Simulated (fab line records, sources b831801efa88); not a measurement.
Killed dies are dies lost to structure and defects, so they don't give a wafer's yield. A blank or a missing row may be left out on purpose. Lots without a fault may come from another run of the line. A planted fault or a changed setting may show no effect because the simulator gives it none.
A struck lot beside a sound one | flow sky130 | 17 steps out of a route of 708
Sound: wafers L172.1, L172.2, L172.6. Struck: wafers L180.1, L180.2, L180.4. The cause comes at the end.
At each step with rows: each side's tool, then ch and its chambers, then its first start. Under that, the readings that differ: sound wafers | struck wafers | difference of the means | sigmas: that difference in standard deviations of wafers without a fault.
alike: readings whose means differ by less than 2 such deviations, and words and numbers that are the same on both sides. not compared: withheld readings, readings that some wafer has no value for, bounds like >300 that may hide the same value, and numbers for which the record gives no deviation and whose values overlap.
The two part at a step that has a row with sigmas, a row that says differs or no value, or rows on one side only. Numbers that don't overlap but have no deviation are shown without sigmas and don't part them. A reading that every wafer of one side lacks parts them only if that side has two wafers or more.

first, 3 steps without rows for these wafers: SKY_VIA1_EXPOSE_09 (exposes mask VIM, target cd 150 nm); SKY_VIA1_PEB_10; SKY_VIA1_DEVELOP_11 (develop time 60 s).
SKY_VIA1_CD_MEAS_12: target cd 150 nm.
  sound on cd_sem-02, day 35 07:05; struck on cd_sem-01, day 37 19:31
  alike: cd_nm
SKY_VIA1_OVL_MEAS_13:
  sound on overlay-02, day 35 07:12; struck on overlay-02, day 37 19:38
  alike: VIA1_OVL
SKY_VIA1_ETCH_14: etches BARC in N2/H2, stops on SiO2, time 45.9 s, target depth 60 nm.
  sound on rie_diel-01 ch 0,2, day 35 07:14; struck on rie_diel-04 ch 0,2,3, day 37 19:40
  alike: bias_w, drypump_motor_current_A, oes_product_au, throttle_valve_pct
  not compared: rf_hours_counter_h
SKY_VIA1_ETCH_15: etches SiO2 in C4F8/O2/Ar, stops on TiN, target depth 351 nm, time 54 s.
  sound on rie_diel-01 ch 0,2, day 35 07:16; struck on rie_diel-04 ch 0,2,3, day 37 19:43
  alike: bias_w, oes_product_au
  not compared: rf_hours_counter_h
SKY_VIA1_STRIP_16: strips in O2/N2.
  sound on plasma_asher-02 ch 0,1, day 35 07:19; struck on plasma_asher-03 ch 0,1, day 37 19:45
  alike: drypump_motor_current_A, oes_product_au, strip_time_to_endpoint_s
  not compared: rf_hours_counter_h
then, 3 steps without rows for these wafers: SKY_VIA1_STRIP_17 (strips in post etch residue remover, time 1200 s); SKY_VIA1_CLEAN_18 (cleans in IPA, time 180 s); SKY_VIA1_CLEAN_19 (cleans in O3/DIW).
SKY_VIA1_SPUTTER_20: material TiN, target thk 20 nm, time 80 s.
  sound on pvd_sputter-03, day 35 07:55; struck on pvd_sputter-02, day 37 20:21
  reading                | sound          | struck         | difference | sigmas
  throttle_valve_pct (%) | 31.4 30.1 31.8 | 28.7 29.8 28.0 | -2.3       | -2
SKY_VIA1_CVD_21: deposits W, target thk 270 nm, time 80.902 s.
  sound on cvd_w-01 ch 0,1, day 35 07:59; struck on cvd_w-02 ch 1, day 37 20:25
  reading                            | sound             | struck            | difference | sigmas
  chamber_pressure_Torr (Torr)       | 40.21 39.95 40.07 | 46.31 46.35 46.30 | +6.24      | +68
  model.W_of_VIA1_CVD_21.thk_nm (nm) | 274.6 272.1 272.3 | 292.9 291.5 294.7 | +20.0      |
  alike: heater_power_w
SKY_VIA1_RS_MEAS_22: measures by four-point-probe.
  sound on film_metro-03, day 35 08:04; struck on film_metro-01, day 37 20:35
  reading            | sound             | struck            | difference | sigmas
  VIA1_W_RS (ohm/sq) | 0.419 0.422 0.422 | 0.392 0.395 0.391 | -0.028     | -6
SKY_VIA1_THK_MEAS_23: measures by xrf.
  sound on film_metro-03, day 35 08:11; struck on film_metro-01, day 37 20:43
  reading         | sound       | struck      | difference | sigmas
  VIA1_W_THK (nm) | 280 276 279 | 301 298 303 | +22        | +7
SKY_VIA1_CMP_24: polishes, stops on SiO2, t overpolish 15 s, target thk 0 nm.
  sound on cmp-02 ch 0,3, day 35 08:15; struck on cmp-02 ch 0,2,3, day 37 20:46
  alike: motor_current_A, slurry_flow_ml_min
-- the record jumps here: 11 days lie between the struck wafers' starts before and after (it left off in module VIA1 and takes up again in module PAD_OPEN, whose first step shown is number 708 of the route) --
SKY_PAD_OPEN_PROBE_99:
  sound on prober-02, day 46 21:42; struck on prober-02, day 48 19:14
  reading                  | sound          | struck | difference | sigmas
  defect_limited_yield (%) | 83.5 82.7 84.6 | 78.5   | -5.1       | -3
  killed_at_M0_to_M3       | 39 38 33       | 56     | +19        | +3
  killed_dies              | 81 85 76       | 106    | +25        | +3
  killed_short             | 44 33 34       | 51     | +14        | +2
  sort_bin_5_function (%)  | 9.3 11.0 10.2  | 13.0   | +2.8       | +2
  sort_bin_6_memory (%)    | 6.1 5.7 4.5    | 8.1    | +2.7       | +2
  sort_n_pass              | 411 407 416    | 386    | -25        | -3
  sort_yield_pct (%)       | 83.5 82.7 84.6 | 78.5   | -5.1       | -3
  alike: killed_at_M4_up, killed_at_contacts, killed_at_front_end, killed_at_other, killed_open, sort_bin_3_pad_short

WHERE THEY PART
First at SKY_VIA1_SPUTTER_20; last, within this record, at SKY_PAD_OPEN_PROBE_99.

WHY: what the simulator had put in
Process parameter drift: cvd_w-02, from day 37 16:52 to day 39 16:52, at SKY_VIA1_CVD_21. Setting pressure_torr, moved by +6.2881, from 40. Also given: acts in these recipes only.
